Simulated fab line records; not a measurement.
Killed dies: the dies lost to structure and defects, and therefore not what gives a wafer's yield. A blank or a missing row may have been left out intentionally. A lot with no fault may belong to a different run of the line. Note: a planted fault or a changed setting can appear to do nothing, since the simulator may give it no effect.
A single fault, viewed from 2 desks -- flow gf180mcu -- each desk holds nothing but its own numbers, with what lay behind them at the end

== AT THE TOOL OWNER'S DESK: implanter-04 ==
The tool's own readings at GF_HV_LDD_IMPLANT_35: means of the sampled wafers that have a number, for each lot that ran on this tool. Any lot whose mean is over 4 standard deviations away from the usual mean is out of limits and marked OUT; that distance is given in the brackets.
Columns: A = dose ions cm2 at GF_HV_LDD_IMPLANT_35, usual 7.497e+12; B = faraday current uA at GF_HV_LDD_IMPLANT_35, usual 42.3
lot,first seen here,A,B
L301,day 14 00:04,7.502e+12,42.6
L303,day 14 06:50,7.502e+12,42.8
L311,day 16 18:53,7.440e+11 (-99 or more) OUT,4.1 (-44) OUT
L312,day 17 04:59,7.323e+11 (-99 or more) OUT,4.3 (-44) OUT
This desk's finding: out of limits on L311, L312; first on L311, day 16 18:53 (dose ions cm2 at GF_HV_LDD_IMPLANT_35). Within limits: L301, L303.

== FROM THE METROLOGY DESK ==
What the gauges read, lot by lot, whatever tool the lot ran on: means of the sampled wafers that have a number. Any lot whose mean is over 4 standard deviations away from the usual mean is out of limits and marked OUT; that distance is given in the brackets.
Columns: A = POLY_GATE_OXIDATION_THK at GF_POLY_GATE_THK_MEAS_17, usual 4.00 nm; B = HV_LDD_3_TW at GF_HV_LDD_TW_MEAS_38, usual 1432; C = HV_LDD_RS at GF_HV_LDD_RS_MEAS_53, usual 418.2 ohm/sq
lot,first seen here,A,B,C
L296,day 9 21:52,4.08,1419,418.4
L297,day 9 23:49,4.00,1432,416.9
L299,day 10 17:19,4.07,1413,417.8
L301,day 11 10:40,4.04,1444,418.0
L303,day 11 17:46,4.06,1405,418.2
L304,day 12 02:56,3.95,1448,418.7
L307,day 12 18:14,4.02,1458,417.6
L311,day 14 00:44,3.93,1321 (-6.9) OUT,437.4 (+22) OUT
L312,day 14 10:10,4.04,1323 (-6.8) OUT,436.8 (+21) OUT
L314,day 14 20:52,3.93,1446,418.8
L315,day 15 04:26,3.91,1450,419.2
L316,day 15 13:20,3.92,1427,417.6
Finding of this desk: L311, L312 out of limits, first seen on L311 at day 16 19:17 (HV_LDD_3_TW at GF_HV_LDD_TW_MEAS_38). Within limits: L296, L297, L299, L301, L303, L304, L307, L314, L315, L316.

== PUT TOGETHER ==
An alarm could have come from the tool owner's desk at day 16 18:53, on L311, L312.
The metrology desk could have raised an alarm at day 16 19:17, on L311, L312.
All the named lots went through GF_HV_LDD_IMPLANT_35 on implanter-04.

== WHAT THE SIMULATOR HAD INSERTED ==
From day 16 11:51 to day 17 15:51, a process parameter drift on implanter-04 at GF_HV_LDD_IMPLANT_35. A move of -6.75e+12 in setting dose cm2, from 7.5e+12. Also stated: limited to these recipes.
Lots struck among those shown: L311, L312.
Fault start to first reading out of limits, in hours, per desk: tool owner, 7; metrology, 7.
